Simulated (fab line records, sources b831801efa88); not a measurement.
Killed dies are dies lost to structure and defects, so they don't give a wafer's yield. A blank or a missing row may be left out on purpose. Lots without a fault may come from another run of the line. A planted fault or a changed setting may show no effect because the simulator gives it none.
Problem report in the 8D (eight disciplines) form, filled by code | flow gf180mcu | the parts of the form that need people (team, actions taken, sign-off) are left out

1. THE PROBLEM
SAB_CVD_00_THK at GF_SAB_THK_MEAS_01 reads a mean of 58.0 nm on 2 wafers of 2 lots; wafers without a fault read 50.1 nm with a standard deviation of 0.63. That is +12 standard deviations from the usual mean.
First seen on wafer L500.1, day 17 10:58, on film_metro-02. The record holds 39 wafers of 13 lots with a number at this step. Rule for "out", or "out of limits": more than 4 standard deviations from the usual mean. The other wafers with a number count as sound.

2. WHAT IT IS AND WHAT IT IS NOT
question                    | is                           | is not
which readings at this step | SAB_CVD_00_THK               | -
which lots                  | L500, L501                   | L491, L499, L502, L503, L506, L507, L509, L511, L512, L513, L514
which wafers of those lots  | L500.1, L501.5               | L500.5, L500.6, L501.1, L501.4
read on which gauges        | film_metro-02, film_metro-04 | film_metro-01
when                        | from day 17 10:58            | up to then (8 sound wafers); but 29 sound wafers of L501, L502, L503, L506, L507, L509, L511, L512, L513, L514 came after

3. SUSPECTS, AND WHAT RULES EACH OUT
Counting: a tool at a process step up to the reading stays a suspect if it ran every lot that is out. Sound lots after the first of them don't rule it out here, since some wafers of a struck lot are sound.
- the gauge at GF_SAB_THK_MEAS_01: ruled out. The wafers that are out were read on 2 gauges (film_metro-02, film_metro-04).
- plasma_asher-04 at GF_DUAL_GATE_STRIP_13 (strips in O2/N2): kept. It ran every lot that is out, first L500 (day 10 23:31).
- pecvd-02 at GF_SAB_CVD_00 (deposits SiO2 from TEOS, target thk 50 nm, time 4.9302 s): kept. It ran every lot that is out, first L500 (day 17 10:56).
- Within pecvd-02 at GF_SAB_CVD_00: the wafers that are out ran in chamber 0; their sound lot-mates ran in chambers 1, 2.
Left after counting: plasma_asher-04 at GF_DUAL_GATE_STRIP_13, pecvd-02 at GF_SAB_CVD_00.

4. THE CAUSE (what the simulator had put in)
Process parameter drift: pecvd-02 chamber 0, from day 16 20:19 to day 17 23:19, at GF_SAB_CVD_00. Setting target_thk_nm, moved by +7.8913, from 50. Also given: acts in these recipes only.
Counting left 2 suspects, and this tool is among them.

5. THE CHAIN OF EFFECTS, in route order
Each row: a reading whose mean over the struck wafers that have a number lies more than 3 standard deviations from the usual. Only readings for which the record gives a usual standard deviation are gone through. hours: the time from each lot's start at the first step in this table that gives one to its start at this step, as a median over the lots. sigmas: the change in usual standard deviations.
hours | step               | reading        | usual   | on struck wafers | change | sigmas
0     | GF_SAB_THK_MEAS_01 | SAB_CVD_00_THK | 50.1 nm | 58.0             | +7.9   | +12

6. WHAT WOULD HAVE CAUGHT IT SOONER
In this record the first reading out of limits at a measuring or inspecting step was taken at day 17 10:58, 15 hours after the fault began at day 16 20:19.
Of the tool readings at GF_SAB_CVD_00 for which the record gives a usual standard deviation, none was out on any struck wafer, so an alarm limit of 4 standard deviations on them would not have fired.
Of the lots that are out (2), L501 began GF_SAB_CVD_00 on pecvd-02 after day 17 10:58. A hold on the tool at that time would have spared it.
